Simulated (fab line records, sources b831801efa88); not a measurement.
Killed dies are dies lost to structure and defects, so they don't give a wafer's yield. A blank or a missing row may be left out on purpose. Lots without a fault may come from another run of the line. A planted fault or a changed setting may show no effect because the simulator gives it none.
fab line records | flow sky130
record lots=5 wafers=23
route steps=708 shown LI_CONTACT@371 LOCAL_INTERCONNECT@393 CONTACT@408 METAL1@444 VIA1@460 METAL2@493
start_h: hours from the record's first day to the start of the lot's first wafer shown | wait_h: hours since the lot's step before | " the same as in the row above | L1.1+2: a row that stands for several wafers | - no value, or no start given | * or withheld: withheld | < > ~ a bound
route shown NAME@n: a module of which the file shows steps, and the number in the route of the first | usual: mean/standard deviation of fault-free wafers | same: alike in all rows | chamber/n: place in a boat | sites: the reading at each site | _std_site: their standard deviation | _edge_site: outer sites' mean less inner sites' | radius_mm: how far each site lies from the wafer's centre | mask NAME#n: copy n | behind: the tool/chamber that last shaped the wafer | hold: why the lot was held/for how many hours/how that ended | device: the transistor (n, p or np) that didn't switch | end of line: the same wafers' tests at the end of the route | a step without rows: its recipe alone | killed: dies lost to structure and defects at the first sort, not the wafer's yield | map: a wafer's dies, x killed, . not, _ none there
set.NAME: the setting as run; set.NAME@STEP: as run at that earlier step | model.NAME: the simulator's own value behind a step, which no gauge read
lots whose settings were changed on purpose; a table a step, a row a wafer
## steps
# step SKY_LI_CONTACT_EXPOSE_09
# recipe mask_id=LICM1 na=0.8 source_shape=annular sigma_inner=0.55 sigma_outer=0.85 target_cd_nm=170 dose_mj=38
# columns lot.wafer tool chamber start_h wait_h mask set.dose_mj
L074.1+2+6 krf_scanner-02 0 - - LICM1#0 38
L080.2+5+6 krf_scanner-02 0 - - LICM1#0 38
L080.3+4 " 0 " " LICM1#0 40.41
L081.1+2+4+5+6 krf_scanner-02 0 - - LICM1#0 38
L082.1+3 krf_scanner-02 0 - - LICM1#0 39.97
L082.4+5+6 " 0 " " LICM1#0 38
L085.1+6 krf_scanner-02 0 - - LICM1#0 38
L085.2+3+5 " 0 " " LICM1#0 38.91
# step SKY_LI_CONTACT_PEB_10
# recipe peb_temp_c=withheld peb_time_s=withheld resist=KrF-thick
# step SKY_LI_CONTACT_DEVELOP_11
# recipe develop_time_s=60 resist=KrF-thick dev_temp_c=21
# step SKY_LI_CONTACT_CD_MEAS_12
# recipe target_cd_nm=170
# usual cd_nm=169.2/1.5
# columns lot.wafer tool chamber start_h wait_h set.dose_mj@LI_CONTACT_EXPOSE_09 cd_nm
L074.1 cd_sem-02 - 659.58 - 38 169.2
L074.2 " - " " 38 169.7
L074.6 " - " " 38 169.6
L080.2 cd_sem-02 - 721.76 - 38 169.5
L080.3 " - " " 40.41 180.4
L080.4 " - " " 40.41 178.5
L080.5 " - " " 38 169.3
L080.6 " - " " 38 167.5
L081.1 cd_sem-02 - 728.83 - 38 166.1
L081.2 " - " " 38 168.5
L081.4 " - " " 38 168.7
L081.5 " - " " 38 168.5
L081.6 " - " " 38 168.3
L082.1 cd_sem-02 - 736.35 - 39.97 177.6
L082.3 " - " " 39.97 180.3
L082.4 " - " " 38 170.0
L082.5 " - " " 38 169.2
L082.6 " - " " 38 169.9
L085.1 cd_sem-01 - 765.60 - 38 170.6
L085.2 " - " " 38.91 175.4
L085.3 " - " " 38.91 175.1
L085.5 " - " " 38.91 174.5
L085.6 " - " " 38 171.3
# step SKY_LI_CONTACT_ETCH_14
# recipe chemistry=N2/H2 target=BARC ion_energy_ev=200 source_w=500 bias_w=100 pressure_mtorr=30 n2_flow_sccm=100 h2_flow_sccm=200 stop_on=SiO2 time_s=45.9 target_depth_a=600
# columns lot.wafer tool chamber start_h wait_h set.dose_mj@LI_CONTACT_EXPOSE_09 model.LI_CONTACT.cd_nm
L074.1 rie_diel-01 2 659.74 0.0 38 168.9
L074.2 " 0 " " 38 169.4
L074.6 " 2 " " 38 169.2
L080.2 rie_diel-03 0 721.90 0.0 38 169
L080.3 " 3 " " 40.41 180.1
L080.4 " 2 " " 40.41 178.9
L080.5 " 2 " " 38 169.2
L080.6 " 1 " " 38 166.6
L081.1 rie_diel-02 0 728.99 0.0 38 167.6
L081.2+6 " 1 " " 38 168.9
L081.4 " 2 " " 38 169.8
L081.5 " 0 " " 38 170.1
L082.1 rie_diel-02 3 736.50 0.0 39.97 178.6
L082.3 " 0 " " 39.97 181.3
L082.4 " 2 " " 38 171.2
L082.5 " 2 " " 38 170.5
L082.6 " 3 " " 38 170.9
L085.1 rie_diel-01 0 765.75 0.0 38 171.5
L085.2 " 1 " " 38.91 175.6
L085.3 " 0 " " 38.91 175.8
L085.5 " 0 " " 38.91 175
L085.6 " 1 " " 38 171.2
# step SKY_LI_CONTACT_ETCH_15
# recipe target=PSG chemistry=C4F8/O2/Ar stop_on=Si taper_deg=4.15 mask_material=KrF-thick source_w=1500 bias_w=1200 pressure_mtorr=40 c4f8_flow_sccm=withheld O2_flow_sccm=6 Ar_flow_sccm=300 time_s=withheld target_depth_a=6000
# step SKY_LI_CONTACT_STRIP_16
# recipe chemistry=O2/N2 power_w=1400 pressure_mtorr=1500 platen_temp_c=withheld o2_flow_sccm=3000 n2_flow_sccm=300 overash_fraction=0.5128
# usual strip_time_to_endpoint_s=3.48/0.036
# columns lot.wafer tool chamber start_h wait_h set.spin_rpm@LI_CONTACT_COAT_07 strip_time_to_endpoint_s
L074.1 plasma_asher-02 0 659.87 - 3000 3.42
L074.2 " 1 " " 3000 3.47
L074.6 " 1 " " 3000 3.43
L080.2 plasma_asher-02 0 722.03 - 2883 3.65
L080.3 " 1 " " 2883 3.58
L080.4 " 0 " " 3000 3.46
L080.5 " 1 " " 3000 3.46
L080.6 " 0 " " 2883 3.61
L081.1 plasma_asher-01 1 729.12 - 2786 3.70
L081.2 " 0 " " 3000 3.50
L081.4 " 0 " " 2786 3.63
L081.5 " 0 " " 3000 3.50
L081.6 " 1 " " 3000 3.48
L082.1 plasma_asher-01 1 736.63 - 2809 3.67
L082.3 " 0 " " 3000 3.52
L082.4 " 1 " " 2809 3.60
L082.5 " 0 " " 2809 3.58
L082.6 " 1 " " 3000 3.52
L085.1 plasma_asher-03 1 765.94 - 3000 3.50
L085.2 " 0 " " 3213 3.32
L085.3 " 0 " " 3000 3.51
L085.5 " 0 " " 3000 3.50
L085.6 " 1 " " 3213 3.30
# step SKY_LI_CONTACT_SPUTTER_19
# recipe material=Ti target_thk_nm=20 chamber_pressure_pa=5 power_w=2500 substrate_temp_c=200 time_s=106.37
# columns lot.wafer tool chamber start_h wait_h set.chamber_pressure_pa model.Ti_of_LI_CONTACT_SPUTTER_19.thk_nm
L074.1 pvd_sputter-04 - 660.37 0.0 5 20.06
L074.2 " - " " 5 20.36
L074.6 " - " " 5 20.21
L080.2 pvd_sputter-01 - 722.36 0.0 5 19.56
L080.3 " - " " 5 19.57
L080.4 " - " " 5 20.05
L080.5 " - " " 5 19.82
L080.6 " - " " 5 19.84
L081.1 pvd_sputter-01 - 729.41 0.0 4.714 21.55
L081.2+6 " - " " 4.714 21.36
L081.4 " - " " 4.714 21.3
L081.5 " - " " 4.714 21.22
L082.1 pvd_sputter-01 - 736.92 0.0 4.581 21.7
L082.3 " - " " 4.581 21.56
L082.4 " - " " 4.581 21.54
L082.5 " - " " 4.581 21.75
L082.6 " - " " 4.581 21.87
L085.1 pvd_sputter-04 - 766.24 0.0 5.381 18.76
L085.2 " - " " 5.381 18.91
L085.3 " - " " 5.381 18.71
L085.5 " - " " 5.381 18.74
L085.6 " - " " 5.381 18.5
# step SKY_LOCAL_INTERCONNECT_COAT_06
# recipe resist=KrF-thick spin_rpm=3000 resist_thk_nm=450
# columns lot.wafer tool chamber start_h wait_h set.resist_thk_nm model.KrF-thick_of_LOCAL_INTERCONNECT_COAT_06.thk_nm
L074.1 litho_track-03 0 - - 450 448.3
L074.2 " 0 " " 450 448.5
L074.6 " 0 " " 450 447.3
L080.2 litho_track-03 0 - - 426.9 428.6
L080.3 " 0 " " 450 452.9
L080.4 " 0 " " 426.9 428.2
L080.5 " 0 " " 426.9 427.7
L080.6 " 0 " " 450 451.4
L081.1+4 litho_track-01 0 - - 450 447.5
L081.2 " 0 " " 433.5 430.4
L081.5 " 0 " " 450 448.4
L081.6 " 0 " " 433.5 432.4
L082.1+3 litho_track-03 0 - - 450 449.7
L082.4 " 0 " " 442.9 441.6
L082.5 " 0 " " 442.9 442.3
L082.6 " 0 " " 450 450.7
L085.1 litho_track-02 0 - - 450 450.7
L085.2 " 0 " " 436.9 438.1
L085.3 " 0 " " 436.9 436.7
L085.5 " 0 " " 450 449.5
L085.6 " 0 " " 436.9 437.2
# step SKY_LOCAL_INTERCONNECT_ETCH_13
# recipe chemistry=N2/H2 target=BARC ion_energy_ev=200 bias_w=100 pressure_mtorr=30 n2_flow_sccm=100 h2_flow_sccm=200 icp_w=500 stop_on=SiO2 time_s=45.9 target_depth_a=600
# columns lot.wafer tool chamber start_h wait_h set.bias_w set.resist_thk_nm@LOCAL_INTERCONNECT_COAT_06 model.KrF-thick_of_LOCAL_INTERCONNECT_COAT_06.thk_nm
L074.1 rie_metal-02 1 690.67 0.0 100 450 390.5
L074.2 " 0 " " 100 450 390.1
L074.6 " 0 " " 100 450 389
L080.2+4 rie_metal-02 0,1 750.90 0.0 95.3 426.9 371.1
L080.3 " 0 " " 100 450 394.9
L080.5 " 1 " " 100 426.9 369.8
L080.6 " 0 " " 100 450 393.3
L081.1 rie_metal-02 1 758.27 0.0 100 450 389.6
L081.2 " 0 " " 95.92 433.5 372.8
L081.4 " 1 " " 95.92 450 390.2
L081.5 " 1 " " 100 450 390.6
L081.6 " 0 " " 100 433.5 374.5
L082.1 rie_metal-04 0 765.27 0.0 91.46 450 393.8
L082.3 " 0 " " 100 450 392.6
L082.4 " 0 " " 100 442.9 384.3
L082.5 " 0 " " 91.46 442.9 386.3
L082.6 " 0 " " 100 450 393.3
L085.1 rie_metal-03 1 793.22 0.0 108.9 450 392.3
L085.2 " 0 " " 100 436.9 381.1
L085.3 " 1 " " 100 436.9 379.3
L085.5 " 1 " " 108.9 450 391.1
L085.6 " 0 " " 108.9 436.9 379
# step SKY_LOCAL_INTERCONNECT_METAL_ETCH_14
# recipe target_depth_nm=110 stop_on=PSG chemistry=Cl2/BCl3 target=TiN resist_sidewall_deg=88 pressure_mtorr=10 icp_w=900 bias_w=48.5 Cl2_flow_sccm=60 bcl3_flow_sccm=30 time_s=31.4
# step SKY_LOCAL_INTERCONNECT_STRIP_15
# recipe chemistry=O2/N2 power_w=1400 pressure_mtorr=1500 platen_temp_c=withheld o2_flow_sccm=3000 n2_flow_sccm=300 overash_fraction=0.5
# usual strip_time_to_endpoint_s=4.714/0.019
# columns lot.wafer tool chamber start_h wait_h set.resist_thk_nm@LOCAL_INTERCONNECT_COAT_06 strip_time_to_endpoint_s
L074.1 plasma_asher-02 0 690.79 0.0 450 4.698
L074.2 " 1 " " 450 4.689
L074.6 " 0 " " 450 4.684
L080.2 plasma_asher-03 0 751.02 0.0 426.9 4.505
L080.3 " 1 " " 450 4.725
L080.4 " 0 " " 426.9 4.500
L080.5 " 0 " " 426.9 4.465
L080.6 " 1 " " 450 4.727
L081.1 plasma_asher-03 0 758.39 0.0 450 4.682
L081.2 " 1 " " 433.5 4.480
L081.4 " 1 " " 450 4.696
L081.5 " 0 " " 450 4.684
L081.6 " 1 " " 433.5 4.525
L082.1 plasma_asher-02 0 765.50 0.1 450 4.742
L082.3 " 0 " " 450 4.729
L082.4 " 1 " " 442.9 4.642
L082.5 " 1 " " 442.9 4.649
L082.6 " 0 " " 450 4.761
L085.1 plasma_asher-03 1 793.34 0.0 450 4.710
L085.2 " 0 " " 436.9 4.595
L085.3 " 1 " " 436.9 4.572
L085.5 " 1 " " 450 4.704
L085.6 " 0 " " 436.9 4.569
# step SKY_CONTACT_HDPCVD_02
# recipe material=SiO2 target_thk_nm=565 sigma_open_frac=0.3 time_s=94.2 temp_c=600 sih4_flow_sccm=60 pressure_mtorr=6
# columns lot.wafer tool chamber start_h wait_h set.time_s model.SiO2_of_CONTACT_HDPCVD_02.thk_nm
L074.1 hdpcvd-02 2 691.47 0.1 94.2 561.1
L074.2 " 1 " " 94.2 557.4
L074.6 " 2 " " 94.2 557.9
L080.2 hdpcvd-01 1 751.74 0.0 94.2 556.1
L080.3 " 0 " " 94.2 551.1
L080.4 " 0 " " 94.2 559.4
L080.5 " 2 " " 102.6 602.5
L080.6 " 1 " " 102.6 605.6
L081.1 hdpcvd-01 0 759.09 0.1 94.2 564.7
L081.2 " 1 " " 94.2 571.5
L081.4 " 1 " " 94.2 572.4
L081.5 " 0 " " 94.2 572.2
L081.6 " 2 " " 94.2 569.4
L082.1 hdpcvd-02 1 766.20 0.1 80.64 487.5
L082.3 " 0 " " 94.2 565.5
L082.4 " 1 " " 94.2 571.6
L082.5 " 1 " " 80.64 488.6
L082.6 " 0 " " 80.64 484.1
L085.1 hdpcvd-02 2 794.04 0.1 94.2 563.8
L085.2 " 0 " " 94.2 561.2
L085.3 " 1 " " 94.2 565.1
L085.5 " 2 " " 94.2 568
L085.6 " 1 " " 94.2 559.6
# step SKY_CONTACT_THK_MEAS_03
# recipe reads=SiO2_of_CONTACT_HDPCVD_02
# usual CONTACT_HDPCVD_THK=563/5.2
# columns lot.wafer tool chamber start_h wait_h set.time_s@CONTACT_HDPCVD_02 CONTACT_HDPCVD_THK[nm]
L074.1 film_metro-02 - 691.54 0.0 94.2 561
L074.2 " - " " 94.2 558
L074.6 " - " " 94.2 558
L080.2 film_metro-03 - 751.82 0.0 94.2 556
L080.3 " - " " 94.2 551
L080.4 " - " " 94.2 559
L080.5 " - " " 102.6 603
L080.6 " - " " 102.6 605
L081.1 film_metro-03 - 759.16 0.0 94.2 565
L081.2 " - " " 94.2 572
L081.4 " - " " 94.2 573
L081.5 " - " " 94.2 572
L081.6 " - " " 94.2 569
L082.1 film_metro-03 - 766.31 0.1 80.64 488
L082.3 " - " " 94.2 566
L082.4 " - " " 94.2 572
L082.5 " - " " 80.64 488
L082.6 " - " " 80.64 485
L085.1 film_metro-03 - 794.11 0.0 94.2 564
L085.2 " - " " 94.2 561
L085.3 " - " " 94.2 565
L085.5 " - " " 94.2 568
L085.6 " - " " 94.2 560
# step SKY_CONTACT_CMP_04
# recipe material=SiO2 down_force_psi=4 platen_rpm=60 pad_velocity_m_s=0.94248
# usual time_to_endpoint_s=82/3.3
# columns lot.wafer tool chamber start_h wait_h set.time_s@CONTACT_HDPCVD_02 time_to_endpoint_s
L074.2 cmp-02 2 691.60 0.0 94.2 86
L074.1 " 0 " " 94.2 80
L074.6 " 3 " " 94.2 81
L080.2 cmp-01 3 751.93 0.1 94.2 74
L080.4 " 0 " " 94.2 80
L080.3 " 2 " " 94.2 81
L080.5 " 3 " " 102.6 98
L080.6 " 0 " " 102.6 96
L081.2 cmp-01 1 759.22 0.0 94.2 83
L081.4 " 3 " " 94.2 83
L081.1 " 0 " " 94.2 81
L081.6 " 1 " " 94.2 81
L081.5 " 2 " " 94.2 84
L082.4 cmp-01 1 766.42 0.1 94.2 89
L082.1 " 2 " " 80.64 58
L082.3 " 3 " " 94.2 82
L082.5 " 0 " " 80.64 57
L082.6 " 1 " " 80.64 56
L085.3 cmp-02 2 794.17 0.0 94.2 83
L085.2 " 0 " " 94.2 75
L085.1 " 1 " " 94.2 77
L085.6 " 2 " " 94.2 80
L085.5 " 3 " " 94.2 79
# step SKY_METAL1_COAT_10
# recipe resist=KrF-thick spin_rpm=3000 resist_thk_nm=450
# columns lot.wafer tool chamber start_h wait_h set.spin_rpm model.KrF-thick_of_METAL1_COAT_10.thk_nm
L074.1 litho_track-04 0 - - 3000 451.5
L074.2 " 0 " " 3000 451.1
L074.6 " 0 " " 3000 450.2
L080.2 litho_track-02 0 - - 3000 450
L080.3 " 0 " " 3000 451.2
L080.4 " 0 " " 3000 451.1
L080.5 " 0 " " 3000 451.5
L080.6 " 0 " " 3000 450.3
L081.1 litho_track-01 0 - - 3000 449.1
L081.2 " 0 " " 3000 450.3
L081.4 " 0 " " 3177 436.5
L081.5 " 0 " " 3177 437.3
L081.6 " 0 " " 3000 449.8
L082.1+4 litho_track-04 0 - - 3153 436.8
L082.3 " 0 " " 3000 449
L082.5 " 0 " " 3000 447.6
L082.6 " 0 " " 3000 448.9
L085.1 litho_track-02 0 - - 2896 454.6
L085.2 " 0 " " 3000 447.9
L085.3 " 0 " " 2896 457.1
L085.5 " 0 " " 2896 455
L085.6 " 0 " " 3000 447.1
# step SKY_VIA1_CMP_02
# recipe material=SiO2 down_force_psi=4 platen_rpm=60 pad_velocity_m_s=0.94248
# columns lot.wafer tool chamber start_h wait_h set.leave_above_ref_nm model.SiO2_of_VIA1_HDPCVD_00.thk_nm
L074.2 cmp-01 3 750.57 0.1 345 344.4
L074.1 " 0 " " 345 347.3
L074.6 " 2 " " 345 345.2
L080.4 cmp-01 2 808.34 0.0 363.9 363.6
L080.3 " 0 " " 345 343.7
L080.2 " 1 " " 363.9 364.3
L080.6 " 2 " " 363.9 363.7
L080.5 " 3 " " 345 344.5
L081.2 cmp-02 0 815.62 0.1 345 343.7
L081.4+6 " 1,3 " " 345 343.1
L081.1 " 2 " " 345 344.7
L081.5 " 0 " " 345 343.3
L082.4 cmp-01 0 823.44 0.0 345 344
L082.1 " 1 " " 345 345.5
L082.3 " 3 " " 345 345.2
L082.5 " 0 " " 319.6 319.2
L082.6 " 1 " " 319.6 318.7
L085.1 cmp-01 3 850.35 0.1 345 344.8
L085.2 " 0 " " 332.1 333.4
L085.3 " 1 " " 345 346.7
L085.6 " 2 " " 332.1 333
L085.5 " 3 " " 332.1 331.8
# step SKY_VIA1_DEHYDRATE_04
# recipe temp_c=200 time_s=60
# step SKY_VIA1_ETCH_14
# recipe chemistry=N2/H2 target=BARC ion_energy_ev=200 source_w=500 bias_w=100 pressure_mtorr=30 n2_flow_sccm=100 h2_flow_sccm=200 stop_on=SiO2 time_s=45.9 target_depth_a=600
# step SKY_VIA1_ETCH_15
# recipe target=SiO2 chemistry=C4F8/O2/Ar target_depth_nm=351 stop_on=TiN mask_material=KrF-thick source_w=1500 bias_w=1200 pressure_mtorr=40 c4f8_flow_sccm=withheld O2_flow_sccm=6 Ar_flow_sccm=300 time_s=54
# columns lot.wafer tool chamber start_h wait_h set.leave_above_ref_nm@VIA1_CMP_02 model.etch.depth_nm model.VIA1.feature_depth_nm
L074.1 rie_diel-03 1 778.21 0.0 345 342.6 342.6
L074.2 " 3 " " 345 344.4 344.4
L074.6 " 2 " " 345 345.2 345.2
L080.2 rie_diel-04 3 834.86 0.0 363.9 349.9 349.9
L080.3 " 0 " " 345 343.7 343.7
L080.4 " 3 " " 363.9 348.4 348.4
L080.5 " 2 " " 345 344.5 344.5
L080.6 " 0 " " 363.9 345.5 345.5
L081.1 rie_diel-04 1 842.73 0.0 345 344.7 344.7
L081.2 " 3 " " 345 343.7 343.7
L081.4 " 3 " " 345 343.1 343.1
L081.5 " 0 " " 345 343.3 343.3
L081.6 " 1 " " 345 340.9 340.9
L082.1 rie_diel-04 0 850.96 0.0 345 345.5 345.5
L082.3 " 3 " " 345 345.2 345.2
L082.4 " 1 " " 345 344 344
L082.5 " 3 " " 319.6 319.2 319.2
L082.6 " 0 " " 319.6 318.7 318.7
L085.1 rie_diel-03 2 876.96 0.0 345 344.8 344.8
L085.2 " 0 " " 332.1 333.4 333.4
L085.3 " 3 " " 345 346.7 346.7
L085.5 " 1 " " 332.1 331.8 331.8
L085.6 " 2 " " 332.1 333 333
# step SKY_METAL2_COAT_10
# recipe resist=KrF-thick spin_rpm=3000 resist_thk_nm=450
# columns lot.wafer tool chamber start_h wait_h set.spin_rpm model.KrF-thick_of_METAL2_COAT_10.thk_nm
L074.1 litho_track-02 0 - - 3000 448.2
L074.2 " 0 " " 3000 449.2
L074.6 " 0 " " 3000 448.3
L080.2 litho_track-03 0 - - 3000 450.8
L080.3 " 0 " " 3000 451.6
L080.4 " 0 " " 3000 452.7
L080.5 " 0 " " 3000 451.8
L080.6 " 0 " " 3000 451.7
L081.1 litho_track-02 0 - - 3000 450.5
L081.2 " 0 " " 3000 448
L081.4 " 0 " " 3000 448.6
L081.5 " 0 " " 3000 449
L081.6 " 0 " " 3000 448.9
L082.1 litho_track-01 0 - - 3000 448.6
L082.3 " 0 " " 2880 458
L082.4 " 0 " " 2880 458.7
L082.5 " 0 " " 2880 457.9
L082.6 " 0 " " 3000 448.7
L085.1 litho_track-01 0 - - 2914 457.2
L085.2 " 0 " " 2914 457.5
L085.3 " 0 " " 2914 456
L085.5 " 0 " " 3000 452.3
L085.6 " 0 " " 3000 450.9
## key
split step=SKY_LI_CONTACT_EXPOSE_09 setting=dose_mj stated=38 by=wafer
response step=SKY_LI_CONTACT_CD_MEAS_12 reading=cd_nm change=+1.72 per=1% r=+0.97
response step=SKY_LI_CONTACT_ETCH_14 reading=model.LI_CONTACT.cd_nm change=+1.76 per=1% r=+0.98
split step=SKY_LI_CONTACT_SPUTTER_19 setting=chamber_pressure_pa stated=5 by=lot
response step=SKY_LI_CONTACT_SPUTTER_19 reading=model.Ti_of_LI_CONTACT_SPUTTER_19.thk_nm change=-0.192 per=1% r=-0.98
split step=SKY_LOCAL_INTERCONNECT_COAT_06 setting=resist_thk_nm stated=450 by=wafer
response step=SKY_LOCAL_INTERCONNECT_COAT_06 reading=model.KrF-thick_of_LOCAL_INTERCONNECT_COAT_06.thk_nm change=+4.59 per=1% r=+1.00
response step=SKY_LOCAL_INTERCONNECT_ETCH_13 reading=model.KrF-thick_of_LOCAL_INTERCONNECT_COAT_06.thk_nm change=+4.5 per=1% r=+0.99
response step=SKY_LOCAL_INTERCONNECT_STRIP_15 reading=strip_time_to_endpoint_s change=* per=1% r=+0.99
split step=SKY_LOCAL_INTERCONNECT_ETCH_13 setting=bias_w stated=100 by=wafer
response none clear
split step=SKY_CONTACT_HDPCVD_02 setting=time_s stated=94.2 by=wafer
response step=SKY_CONTACT_HDPCVD_02 reading=model.SiO2_of_CONTACT_HDPCVD_02.thk_nm change=+5.62 per=1% r=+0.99
response step=SKY_CONTACT_THK_MEAS_03 reading=CONTACT_HDPCVD_THK change=+5.62 per=1% r=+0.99
response step=SKY_CONTACT_CMP_04 reading=time_to_endpoint_s change=* per=1% r=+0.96
split step=SKY_METAL1_COAT_10 setting=spin_rpm stated=3000 by=wafer
response step=SKY_METAL1_COAT_10 reading=model.KrF-thick_of_METAL1_COAT_10.thk_nm change=-2.24 per=1% r=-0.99
split step=SKY_VIA1_CMP_02 setting=leave_above_ref_nm stated=345 by=wafer
response step=SKY_VIA1_CMP_02 reading=model.SiO2_of_VIA1_HDPCVD_00.thk_nm change=+3.54 per=1% r=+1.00
response step=SKY_VIA1_ETCH_15 reading=model.etch.depth_nm change=+2.66 per=1% r=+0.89
response step=SKY_VIA1_ETCH_15 reading=model.VIA1.feature_depth_nm change=+2.66 per=1% r=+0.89
split step=SKY_METAL2_COAT_10 setting=spin_rpm stated=3000 by=wafer
response step=SKY_METAL2_COAT_10 reading=model.KrF-thick_of_METAL2_COAT_10.thk_nm change=-2.2 per=1% r=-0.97
split outside_this_file step=SKY_LI_CONTACT_COAT_07 setting=spin_rpm
# split outside_this_file: this setting was split too, and the file shows its column; the key of that split is in another file
